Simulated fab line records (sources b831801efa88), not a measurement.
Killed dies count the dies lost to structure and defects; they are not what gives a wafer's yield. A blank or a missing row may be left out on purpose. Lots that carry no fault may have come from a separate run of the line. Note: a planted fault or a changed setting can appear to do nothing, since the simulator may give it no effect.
Chamber matching	flow gf180mcu	GF_STI_ETCH_14 on rie si-02: 4 sister chambers
The step etches Si in HBr/Cl2/O2, target depth 360 nm, time 102.9 s. 4 wafers are shown with their chamber, then 7 later ones without.

== EACH WAFER AND ITS CHAMBER ==
wafer	chamber	drypump motor current A (A)
L118.2	2	6.4
L135.2	0	5.0
L138.4	1	5.6
L138.5	3	5.3

== WAFERS WITHOUT THEIR CHAMBER ==
wafer	drypump motor current A (A)
L138.6	5.0
L139.1	5.5
L139.3	5.0
L139.4	5.3
L140.1	5.3
L140.2	5.0
L140.3	5.5

== EACH ONE'S CHAMBER ==
wafer	from the rows above	in truth
L138.6	0	0
L139.1	can't be placed: 1 or 3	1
L139.3	0	0
L139.4	3	3
L140.1	3	3
L140.2	0	0
L140.3	can't be placed: 1 or 3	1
Correctly placed: 5 of 7. Can't be placed from these rows: 2 (the true chamber is among the candidates in 2). 0 placed wrongly.
How it was worked out, from the rows above alone: a wafer's distance from a chamber is the root of the sum, over the readings, of the square of ((its reading less the chamber's mean) divided by the reading's scatter). The wafer belongs to the nearest chamber; if the next one is less than 2 further off, it can't be placed. Each chamber's mean is taken over the wafers shown for it. The scatter: root of mean squared gap, hidden wafer to nearest shown wafer, with one shown wafer a chamber.
